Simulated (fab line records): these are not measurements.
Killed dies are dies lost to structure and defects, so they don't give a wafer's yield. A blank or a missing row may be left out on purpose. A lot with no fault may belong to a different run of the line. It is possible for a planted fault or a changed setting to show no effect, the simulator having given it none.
fab line records -- flow sky130
[record] lots = 6, wafers = 18, lastDay = 50
route steps=708 shown VIA2@519 METAL3@532 PAD_OPEN@708
lots untouched by any fault: they come from a run of this same line in which no faults occurred
startH: the number of hours between the record's first day and the start of the first shown wafer of the lot -- waitH: hours elapsed since this lot's preceding step -- " identical to the entry in the row above -- L1.1+2: one row covering several wafers at once -- - no value, or no start was given -- * or withheld: withheld -- < > ~ a bound
route shown NAME@n: NAME is a module with steps in the file, n the number in the route of the first one -- usual: mean and standard deviation over wafers with no fault -- same: alike in all rows -- chamber/n: place in a boat -- sites: readings site by site -- _std_site: their standard deviation -- _edge_site: mean of outer sites minus mean of inner sites -- radiusMm: how far each site lies from the wafer's centre -- mask NAME#n: copy n -- behind: tool/chamber where the wafer was last shaped -- hold: the reason the lot was held/the length of the hold in hours/how it ended -- device: names the non-switching transistor (n, p or np) -- end of line: tests run on the same wafers once the route is complete -- a step given without rows: its recipe and nothing more -- killed: at the first sort, the dies lost to defects and structure; wafer yield is something else -- map: a wafer's dies, marking killed ones x, the rest . and places with no die _
set.NAME: the run value of the setting; set.NAME@STEP: its run value at that earlier step -- model.NAME: the simulator's own value behind a step, which no gauge read
lots seen at some steps along the route; tables by step, rows by wafer
services: the hour from which a tool's chamber was out of use, counted from the record's first day as startH (under 0 if before that day), plus the number of hours and why
[[steps]]
[step SKY_VIA2_CD_MEAS_12]
[recipe] targetCdNm = 200
[usual] cdNm = 200.0/1.3
lot.wafer,tool,chamber,startH,waitH,cdNm
L331.1,cdSem-02,-,860.62,-,200.4
L331.4,cdSem-02,-,860.62,-,199.3
L331.5,cdSem-02,-,860.62,-,200.0
L335.2,cdSem-02,-,897.28,-,199.8
L335.3,cdSem-02,-,897.28,-,200.2
L335.4,cdSem-02,-,897.28,-,201.3
L339.1,cdSem-02,-,920.91,-,201.2
L339.2,cdSem-02,-,920.91,-,202.2
L339.5,cdSem-02,-,920.91,-,202.1
L340.2,cdSem-01,-,930.13,-,199.9
L340.5,cdSem-01,-,930.13,-,198.3
L340.6,cdSem-01,-,930.13,-,199.0
L342.3,cdSem-02,-,943.63,-,201.7
L342.5,cdSem-02,-,943.63,-,199.4
L342.6,cdSem-02,-,943.63,-,201.7
L351.4,cdSem-02,-,1020.85,-,200.8
L351.5,cdSem-02,-,1020.85,-,200.0
L351.6,cdSem-02,-,1020.85,-,200.9
[step SKY_VIA2_OVL_MEAS_13]
[usual] VIA2_OVL = -1/5.3
lot.wafer,tool,chamber,startH,waitH,VIA2_OVL[nm]
L331.1,overlay-02,-,860.74,0.1,5
L331.4,overlay-02,-,860.74,0.1,5
L331.5,overlay-02,-,860.74,0.1,9
L335.2,overlay-02,-,897.39,0.1,-8
L335.3,overlay-02,-,897.39,0.1,-5
L335.4,overlay-02,-,897.39,0.1,-3
L339.1,overlay-02,-,921.03,0.1,0
L339.2,overlay-02,-,921.03,0.1,-8
L339.5,overlay-02,-,921.03,0.1,-5
L340.2,overlay-02,-,930.24,0.1,-1
L340.5,overlay-02,-,930.24,0.1,4
L340.6,overlay-02,-,930.24,0.1,4
L342.3,overlay-01,-,943.72,0.1,-2
L342.5,overlay-01,-,943.72,0.1,-2
L342.6,overlay-01,-,943.72,0.1,-2
L351.4,overlay-02,-,1020.93,0.1,-7
L351.5,overlay-02,-,1020.93,0.1,0
L351.6,overlay-02,-,1020.93,0.1,3
[step SKY_VIA2_ETCH_14]
[recipe] chemistry = N2/H2, target = BARC, ionEnergyEv = 200, sourceW = 500, biasW = 100, pressureMtorr = 30, n2FlowSccm = 100, h2FlowSccm = 200, stopOn = SiO2, timeS = 45.9, targetDepthA = 600
[usual] drypumpMotorCurrentA = 5.5/0.59, n2FlowSccm = 99.95/0.27, oesProductAu = 0.854/0.0045, throttleValvePct = 13.225/0.0091
lot.wafer,tool,chamber,startH,waitH,drypumpMotorCurrentA,n2FlowSccm,oesProductAu,rfHoursCounterH,throttleValvePct
L331.1,rieDiel-02,1,860.78,0.0,5.8,100.14,0.856,24,13.231
L331.4,rieDiel-02,2,860.78,0.0,6.2,100.28,0.854,14,13.217
L331.5,rieDiel-02,1,860.78,0.0,5.8,99.63,0.850,-,13.236
L335.2,rieDiel-03,1,897.42,0.0,5.8,99.75,0.852,0,13.229
L335.3,rieDiel-03,3,897.42,0.0,4.7,99.95,0.852,19,13.219
L335.4,rieDiel-03,0,897.42,0.0,5.5,99.76,0.849,20,13.216
L339.1,rieDiel-04,1,921.07,0.0,4.8,99.79,0.857,8,13.241
L339.2,rieDiel-04,3,921.07,0.0,5.9,99.91,0.858,5,13.212
L339.5,rieDiel-04,3,921.07,0.0,5.9,100.11,0.850,-,13.233
L340.2,rieDiel-02,1,930.27,0.0,5.8,99.74,0.850,26,13.220
L340.5,rieDiel-02,2,930.27,0.0,6.2,99.61,0.849,-,13.230
L340.6,rieDiel-02,3,930.27,0.0,5.2,100.18,0.854,-,13.225
L342.3,rieDiel-02,2,943.74,0.0,6.2,100.65,0.848,17,13.213
L342.5,rieDiel-02,2,943.74,0.0,6.2,100.38,0.861,-,13.223
L342.6,rieDiel-02,1,943.74,0.0,5.8,99.77,0.852,-,13.228
L351.4,rieDiel-03,0,1020.94,0.0,5.5,100.15,0.843,23,13.225
L351.5,rieDiel-03,1,1020.94,0.0,5.8,99.62,0.854,-,13.221
L351.6,rieDiel-03,2,1020.94,0.0,6.1,99.66,0.855,-,13.208
[step SKY_VIA2_ETCH_15]
[recipe] target = SiO2, chemistry = C4F8/O2/Ar, targetDepthNm = 546, stopOn = TiN, maskMaterial = KrF-thick, sourceW = 1500, biasW = 1200, pressureMtorr = 40, c4f8FlowSccm = withheld, O2_flow_sccm = 6, Ar_flow_sccm = 300, timeS = 84
[usual] oesProductAu = 0.940/0.0047
lot.wafer,tool,chamber,startH,waitH,oesProductAu,rfHoursCounterH
L331.1,rieDiel-02,1,860.82,0.0,0.937,24
L331.4,rieDiel-02,2,860.82,0.0,0.928,14
L331.5,rieDiel-02,1,860.82,0.0,0.937,-
L335.2,rieDiel-03,1,897.46,0.0,0.942,0
L335.3,rieDiel-03,3,897.46,0.0,0.931,19
L335.4,rieDiel-03,0,897.46,0.0,0.942,20
L339.1,rieDiel-04,1,921.11,0.0,0.938,8
L339.2,rieDiel-04,3,921.11,0.0,0.928,5
L339.5,rieDiel-04,3,921.11,0.0,0.941,-
L340.2,rieDiel-02,1,930.31,0.0,0.941,26
L340.5,rieDiel-02,2,930.31,0.0,0.939,-
L340.6,rieDiel-02,3,930.31,0.0,0.930,-
L342.3,rieDiel-02,2,943.79,0.0,0.934,17
L342.5,rieDiel-02,2,943.79,0.0,0.938,-
L342.6,rieDiel-02,1,943.79,0.0,0.937,-
L351.4,rieDiel-03,0,1020.99,0.0,0.939,23
L351.5,rieDiel-03,1,1020.99,0.0,0.944,-
L351.6,rieDiel-03,2,1020.99,0.0,0.935,-
[step SKY_VIA2_STRIP_16]
[recipe] chemistry = O2/N2, powerW = 1400, pressureMtorr = 1500, platenTempC = withheld, o2FlowSccm = 3000, n2FlowSccm = 300, overashFraction = 0.5
[usual] drypumpMotorCurrentA = 5.6/0.48, n2FlowSccm = 300.1/0.92, oesProductAu = 0.399/0.005, stripTimeToEndpointS = 4.05/0.032
lot.wafer,tool,chamber,startH,waitH,drypumpMotorCurrentA,n2FlowSccm,oesProductAu,rfHoursCounterH,stripTimeToEndpointS
L331.1,plasmaAsher-04,1,860.88,0.0,5.9,299.9,0.393,10,4.07
L331.4,plasmaAsher-04,1,860.88,0.0,5.9,301.1,0.401,-,4.09
L331.5,plasmaAsher-04,0,860.88,0.0,5.6,301.3,0.396,-,4.08
L335.2,plasmaAsher-03,0,897.52,0.0,5.4,300.7,0.404,75,4.01
L335.3,plasmaAsher-03,1,897.52,0.0,6.4,300.9,0.398,-,4.00
L335.4,plasmaAsher-03,0,897.52,0.0,5.4,300.3,0.407,-,4.03
L339.1,plasmaAsher-03,0,921.17,0.0,5.4,299.3,0.404,78,4.05
L339.2,plasmaAsher-03,1,921.17,0.0,6.5,300.4,0.392,78,4.03
L339.5,plasmaAsher-03,1,921.17,0.0,6.4,299.6,0.395,-,4.05
L340.2,plasmaAsher-03,1,930.37,0.0,6.5,300.0,0.395,79,4.06
L340.5,plasmaAsher-03,0,930.37,0.0,5.4,298.9,0.398,-,4.05
L340.6,plasmaAsher-03,1,930.37,0.0,6.4,299.5,0.402,-,4.04
L342.3,plasmaAsher-01,1,943.88,0.1,5.2,301.1,0.399,-,4.02
L342.5,plasmaAsher-01,1,943.88,0.1,5.2,299.9,0.396,-,4.06
L342.6,plasmaAsher-01,0,943.88,0.1,5.1,300.6,0.392,-,4.03
L351.4,plasmaAsher-01,0,1021.08,0.1,5.1,299.9,0.403,-,4.06
L351.5,plasmaAsher-01,0,1021.08,0.1,5.1,300.2,0.392,-,4.03
L351.6,plasmaAsher-01,1,1021.08,0.1,5.2,300.7,0.403,-,4.06
[step SKY_VIA2_STRIP_17]
[recipe] chemistry = postEtchResidueRemover, timeS = 1200, tempC = 72.5
[step SKY_VIA2_CLEAN_18]
[recipe] chemistry = IPA, timeS = 180, tempC = 25
[step SKY_VIA2_CLEAN_19]
[recipe] chemistry = O3/DIW, dry = n2Spin
[step SKY_VIA2_SPUTTER_20]
[recipe] material = TiN, targetThkNm = 20, chamberPressurePa = 5, powerW = 4000, timeS = 80
[usual] throttleValvePct = 30.2/1.3
lot.wafer,tool,chamber,startH,waitH,throttleValvePct
L331.1,pvdSputter-04,-,861.47,0.0,29.3
L331.4,pvdSputter-04,-,861.47,0.0,32.2
L331.5,pvdSputter-04,-,861.47,0.0,32.4
L335.2,pvdSputter-03,-,898.12,0.0,30.8
L335.3,pvdSputter-03,-,898.12,0.0,29.6
L335.4,pvdSputter-03,-,898.12,0.0,28.7
L339.1,pvdSputter-01,-,921.81,0.0,30.6
L339.2,pvdSputter-01,-,921.81,0.0,29.7
L339.5,pvdSputter-01,-,921.81,0.0,29.5
L340.2,pvdSputter-01,-,930.97,0.0,30.6
L340.5,pvdSputter-01,-,930.97,0.0,30.7
L340.6,pvdSputter-01,-,930.97,0.0,30.4
L342.3,pvdSputter-03,-,944.47,0.0,28.2
L342.5,pvdSputter-03,-,944.47,0.0,30.0
L342.6,pvdSputter-03,-,944.47,0.0,31.1
L351.4,pvdSputter-01,-,1021.64,0.0,30.1
L351.5,pvdSputter-01,-,1021.64,0.0,30.8
L351.6,pvdSputter-01,-,1021.64,0.0,30.2
[step SKY_VIA2_CVD_21]
[recipe] material = W, targetThkNm = 420, timeS = 126.4, tempC = 400, pressureTorr = 40
[step SKY_VIA2_RS_MEAS_22]
[recipe] thkMeasGauge = four-point-probe, reads = W_of_VIA2_CVD_21+TiN_of_VIA2_SPUTTER_20
[usual] VIA2_W_RS = 0.2706/0.0029
lot.wafer,tool,chamber,startH,waitH,VIA2_W_RS[ohm/sq]
L331.1,filmMetro-04,-,861.67,0.1,0.2761
L331.4,filmMetro-04,-,861.67,0.1,0.2749
L331.5,filmMetro-04,-,861.67,0.1,0.2763
L335.2,filmMetro-04,-,898.33,0.1,0.2709
L335.3,filmMetro-04,-,898.33,0.1,0.2715
L335.4,filmMetro-04,-,898.33,0.1,0.2700
L339.1,filmMetro-01,-,922.00,0.1,0.2717
L339.2,filmMetro-01,-,922.00,0.1,0.2724
L339.5,filmMetro-01,-,922.00,0.1,0.2722
L340.2,filmMetro-03,-,931.19,0.1,0.2698
L340.5,filmMetro-03,-,931.19,0.1,0.2664
L340.6,filmMetro-03,-,931.19,0.1,0.2707
L342.3,filmMetro-04,-,944.70,0.1,0.2658
L342.5,filmMetro-04,-,944.70,0.1,0.2692
L342.6,filmMetro-04,-,944.70,0.1,0.2661
L351.4,filmMetro-03,-,1021.89,0.1,0.2771
L351.5,filmMetro-03,-,1021.89,0.1,0.2775
L351.6,filmMetro-03,-,1021.89,0.1,0.2745
[step SKY_VIA2_THK_MEAS_23]
[recipe] thkMeasGauge = xrf, reads = W_of_VIA2_CVD_21
[usual] VIA2_W_THK = 430/5
lot.wafer,tool,chamber,startH,waitH,VIA2_W_THK[nm]
L331.1,filmMetro-04,-,861.79,0.1,425
L331.4,filmMetro-04,-,861.79,0.1,432
L331.5,filmMetro-04,-,861.79,0.1,426
L335.2,filmMetro-04,-,898.44,0.1,431
L335.3,filmMetro-04,-,898.44,0.1,428
L335.4,filmMetro-04,-,898.44,0.1,436
L339.1,filmMetro-01,-,922.12,0.1,420
L339.2,filmMetro-01,-,922.12,0.1,425
L339.5,filmMetro-01,-,922.12,0.1,420
L340.2,filmMetro-03,-,931.30,0.1,438
L340.5,filmMetro-03,-,931.30,0.1,438
L340.6,filmMetro-03,-,931.30,0.1,434
L342.3,filmMetro-04,-,944.80,0.1,442
L342.5,filmMetro-04,-,944.80,0.1,432
L342.6,filmMetro-04,-,944.80,0.1,440
L351.4,filmMetro-03,-,1021.98,0.1,426
L351.5,filmMetro-03,-,1021.98,0.1,426
L351.6,filmMetro-03,-,1021.98,0.1,429
[step SKY_VIA2_CMP_24]
[recipe] stopOn = SiO2, tOverpolishS = 20, downForcePsi = 3.5, platenRpm = 60, targetThkNm = 0, padVelocityMS = 0.94248
[usual] motorCurrentA = 10.3/1.1, overpolishRunS = 19.999/0.01, tOverpolishS = 20/0, timeToEndpointS = 102/5
lot.wafer,tool,chamber,startH,waitH,motorCurrentA,overpolishRunS,tOverpolishS,timeToEndpointS
L331.4,cmp-01,1,861.90,0.1,8.6,19.992,20,94
L331.1,cmp-01,3,861.90,0.1,10.1,20.001,20,98
L331.5,cmp-01,0,861.90,0.1,10.7,19.994,20,93
L335.3,cmp-02,0,898.61,0.1,11.9,19.980,20,105
L335.4,cmp-02,2,898.61,0.1,9.0,20.000,20,104
L335.2,cmp-02,3,898.61,0.1,10.4,19.984,20,94
L339.1,cmp-02,2,922.28,0.1,8.8,22.472,22.475,109
L339.2,cmp-02,3,922.28,0.1,10.2,22.464,22.475,100
L339.5,cmp-02,1,922.28,0.1,10.6,22.482,22.475,103
L340.2,cmp-01,0,931.35,0.0,10.8,20.017,20,101
L340.6,cmp-01,0,931.35,0.0,10.7,19.983,20,96
L340.5,cmp-01,1,931.35,0.0,9.0,19.978,20,101
L342.3,cmp-02,0,944.99,0.2,11.5,22.478,22.475,106
L342.6,cmp-02,1,944.99,0.2,10.4,22.481,22.475,102
L342.5,cmp-02,2,944.99,0.2,9.0,22.471,22.475,108
L351.4,cmp-01,3,1022.16,0.2,10.4,20.016,20,105
L351.5,cmp-01,0,1022.16,0.2,10.4,20.001,20,102
L351.6,cmp-01,1,1022.16,0.2,8.6,20.009,20,104
[step SKY_METAL3_SPUTTER_00]
[recipe] material = Ti, targetThkNm = 15, powerW = 3000, timeS = 10, chamberPressurePa = 0.4
[usual] throttleValvePct = 30.1/1.3
lot.wafer,tool,chamber,startH,waitH,throttleValvePct
L331.1,pvdSputter-03,-,862.15,0.1,29.5
L331.4,pvdSputter-03,-,862.15,0.1,28.7
L331.5,pvdSputter-03,-,862.15,0.1,28.4
L335.2,pvdSputter-04,-,898.91,0.1,28.7
L335.3,pvdSputter-04,-,898.91,0.1,29.3
L335.4,pvdSputter-04,-,898.91,0.1,32.4
L339.1,pvdSputter-02,-,922.48,0.1,28.5
L339.2,pvdSputter-02,-,922.48,0.1,29.3
L339.5,pvdSputter-02,-,922.48,0.1,30.4
L340.2,pvdSputter-04,-,931.65,0.2,32.2
L340.5,pvdSputter-04,-,931.65,0.2,29.1
L340.6,pvdSputter-04,-,931.65,0.2,28.6
L342.3,pvdSputter-02,-,945.14,0.1,29.5
L342.5,pvdSputter-02,-,945.14,0.1,30.0
L342.6,pvdSputter-02,-,945.14,0.1,29.5
L351.4,pvdSputter-04,-,1022.32,0.1,28.4
L351.5,pvdSputter-04,-,1022.32,0.1,32.1
L351.6,pvdSputter-04,-,1022.32,0.1,32.1
[step SKY_PAD_OPEN_PROBE_99]
[usual] defectLimitedYield = 82.7/1.9, killed_at_M0_to_M3 = 43/6.6, killed_at_M4_up = 3.1/1.6, killedAtContacts = 23/5.6, killedAtFrontEnd = 15/4.2, killedAtOther = 0.2/0.43, killedDies = 85/9.3, killedOpen = 46/6.6, killedShort = 39/6.2, sort_bin_3_pad_short = 0.8/0.37, sort_bin_5_function = 10.2/1.5, sort_bin_6_memory = 6.2/1.1, sortNPass = 407/9.3, sortYieldPct = 82.7/1.9
[same] grossDies = 492, killedAtBackSide = 0, sort_bin_4_leakage[%] = 0, sort_bin_8_speed[%] = 0
lot.wafer,tool,chamber,startH,waitH,defectLimitedYield[%],killed_at_M0_to_M3,killed_at_M4_up,killedAtContacts,killedAtFrontEnd,killedAtOther,killedDies,killedOpen,killedShort,sort_bin_3_pad_short[%],sort_bin_5_function[%],sort_bin_6_memory[%],sortNPass,sortYieldPct[%]
L335.2,prober-02,-,1117.44,0.1,82.5,33,4,33,16,0,86,48,38,1.2,10.4,5.9,406,82.5
L335.3,prober-02,-,1117.49,0.2,79.5,58,2,24,17,0,101,58,43,0.8,12.8,6.9,391,79.5
L335.4,prober-02,-,1117.54,0.2,83.5,38,3,22,18,0,81,47,34,1.0,10.0,5.5,411,83.5
L339.1,prober-02,-,1132.96,0.1,82.1,53,2,20,12,1,88,41,47,1.0,9.1,7.7,404,82.1
L339.2,prober-02,-,1133.01,0.1,83.9,41,6,21,10,1,79,41,38,0.2,8.7,7.1,413,83.9
L339.5,prober-02,-,1133.16,0.2,84.1,38,2,21,17,0,78,39,39,0.8,9.1,5.9,414,84.1
L340.2,prober-01,-,1141.30,0.1,80.5,49,3,28,16,0,96,55,41,1.0,11.4,7.1,396,80.5
L340.5,prober-01,-,1141.45,0.2,85.0,39,1,22,12,0,74,41,33,0.4,9.3,5.3,418,85.0
L340.6,prober-01,-,1141.50,0.2,83.1,43,4,29,7,0,83,45,38,1.0,8.5,7.3,409,83.1
L342.3,prober-01,-,1149.04,0.2,82.7,47,4,19,15,0,85,47,38,1.6,9.3,6.3,407,82.7
L342.5,prober-01,-,1149.14,0.2,84.8,40,2,21,12,0,75,38,37,1.0,7.9,6.3,417,84.8
L342.6,prober-01,-,1149.19,0.2,81.9,42,3,29,15,0,89,46,43,0.6,11.0,6.5,403,81.9
// killed by level:class
L335.2 LI_CONTACT:geometricParticle:open=11 CONTACT:geometricParticle:open=8 VIA1:geometricParticle:open=8 CONTACT:geometricParticle:short=7 VIA3:geometricParticle:open=6 FIELD_ISO:geometricParticle:open=4 VIA1:geometricParticle:short=4 METAL1:geometricParticle:short=4
L335.3 VIA1:geometricParticle:open=21 CONTACT:geometricParticle:open=10 CONTACT:geometricParticle:short=8 VIA2:geometricParticle:open=8 METAL1:geometricParticle:short=7 FIELD_ISO:geometricParticle:short=5 VIA3:geometricParticle:open=5 FIELD_ISO:geometricParticle:open=4
L335.4 VIA1:geometricParticle:open=11 LI_CONTACT:geometricParticle:open=8 CONTACT:geometricParticle:open=6 METAL2:geometricParticle:short=6 VIA2:geometricParticle:open=6 FIELD_ISO:geometricParticle:open=4 LOCAL_INTERCONNECT:geometricParticle:short=4 METAL1:geometricParticle:short=4
L339.1 VIA2:geometricParticle:open=9 VIA1:geometricParticle:short=8 METAL2:geometricParticle:short=8 VIA1:geometricParticle:open=8 VIA3:geometricParticle:open=7 LOCAL_INTERCONNECT:geometricParticle:short=7 POLY_GATE:geometricParticle:short=5 METAL1:geometricParticle:short=5
L339.2 CONTACT:geometricParticle:open=8 VIA1:geometricParticle:open=6 VIA3:geometricParticle:open=6 VIA2:geometricParticle:open=5 METAL4:geometricParticle:short=5 METAL2:geometricParticle:short=4 LOCAL_INTERCONNECT:geometricParticle:open=4 METAL1:geometricParticle:short=4
L339.5 CONTACT:geometricParticle:open=12 VIA2:geometricParticle:open=8 VIA1:geometricParticle:open=5 CONTACT:geometricParticle:short=5 METAL2:geometricParticle:short=5 FIELD_ISO:geometricParticle:open=4 FIELD_ISO:geometricParticle:short=4 VIA3:geometricParticle:short=4
L340.2 VIA3:geometricParticle:open=14 VIA1:geometricParticle:open=11 CONTACT:geometricParticle:open=10 METAL1:geometricParticle:short=6 FIELD_ISO:geometricParticle:short=5 LI_CONTACT:geometricParticle:open=5 LOCAL_INTERCONNECT:geometricParticle:short=5 VIA1:geometricParticle:short=4
L340.5 VIA3:geometricParticle:open=9 CONTACT:geometricParticle:open=8 VIA1:geometricParticle:open=6 METAL2:geometricParticle:short=5 VIA2:geometricParticle:open=4 LI_CONTACT:geometricParticle:open=4 LOCAL_INTERCONNECT:geometricParticle:short=4 METAL1:geometricParticle:short=4
L340.6 CONTACT:geometricParticle:open=11 VIA1:geometricParticle:open=11 VIA2:geometricParticle:open=9 CONTACT:geometricParticle:short=6 LI_CONTACT:geometricParticle:open=5 METAL3:geometricParticle:short=5 METAL1:geometricParticle:short=4 LI_CONTACT:geometricParticle:short=4
L342.3 VIA1:geometricParticle:open=12 CONTACT:geometricParticle:open=10 METAL1:geometricParticle:short=7 VIA3:geometricParticle:open=7 FIELD_ISO:geometricParticle:open=5 METAL2:geometricParticle:short=5 VIA2:geometricParticle:open=5 LOCAL_INTERCONNECT:geometricParticle:short=4
L342.5 LI_CONTACT:geometricParticle:open=8 VIA3:geometricParticle:open=7 METAL1:geometricParticle:short=6 CONTACT:geometricParticle:open=6 METAL2:geometricParticle:short=6 VIA1:geometricParticle:open=5 FIELD_ISO:geometricParticle:open=4 LI_CONTACT:geometricParticle:short=4
L342.6 LI_CONTACT:geometricParticle:open=10 METAL2:geometricParticle:short=8 FIELD_ISO:geometricParticle:short=7 CONTACT:geometricParticle:open=7 VIA1:geometricParticle:open=7 VIA3:geometricParticle:open=7 FIELD_ISO:geometricParticle:open=5 LI_CONTACT:geometricParticle:short=5
[[services]]
tool,chamber,startH,hours,kind
cmp-01,-,837.78,0.2,repair
cmp-02,-,839.70,5.7,repair
pvdSputter-04,-,842.94,2.8,repair
plasmaAsher-01,-,845.46,36.9,repair
rieDiel-04,0,859.97,1.6,repair
plasmaAsher-01,-,872.42,2.1,repair
rieDiel-02,3,881.37,9.0,repair
cmp-02,-,886.02,1.9,repair
cmp-02,-,888.00,4.4,pm
pvdSputter-01,-,892.39,7.3,repair
cmp-01,-,895.76,5.4,pm
pvdSputter-04,-,905.54,3.6,repair
cmp-02,-,912.00,4.0,pm
cmp-02,-,935.57,1.6,repair
cmp-02,-,966.22,1.9,repair
plasmaAsher-03,-,969.84,8.0,repair
pvdSputter-03,-,983.43,1.9,repair
pvdSputter-01,-,984.57,1.2,repair
rieDiel-02,3,993.46,9.8,repair
rieDiel-03,-,1010.55,0.4,repair
cmp-01,-,1014.24,1.1,repair
pvdSputter-01,-,1015.28,2.1,repair
pvdSputter-03,-,1017.08,2.3,repair
cmp-02,-,1018.10,4.3,pm
[[key]]
[firstSign] step = SKY_VIA2_CMP_24, reading = tOverpolishS, direction = up, sigmas = 99+, usual = 20, struck = 22.475
[effect] step = SKY_VIA2_CMP_24, reading = overpolishRunS, direction = up, sigmas = 99+, usual = 19.999, struck = 22.475
metAt SKY_VIA2_CMP_24
struckWafers L339.1,L339.2,L339.5,L342.3,L342.5,L342.6
onsetBetween 898.61 922.28
[fault] kind = processParameterDrift, tool = cmp-02, chamber = -, onsetH = 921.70, steps = SKY_VIA2_CMP_24, channel = tOverpolishS, offset = 2.4749, shape = step, endH = 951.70, actsIn = theseRecipesOnly, stated = 20
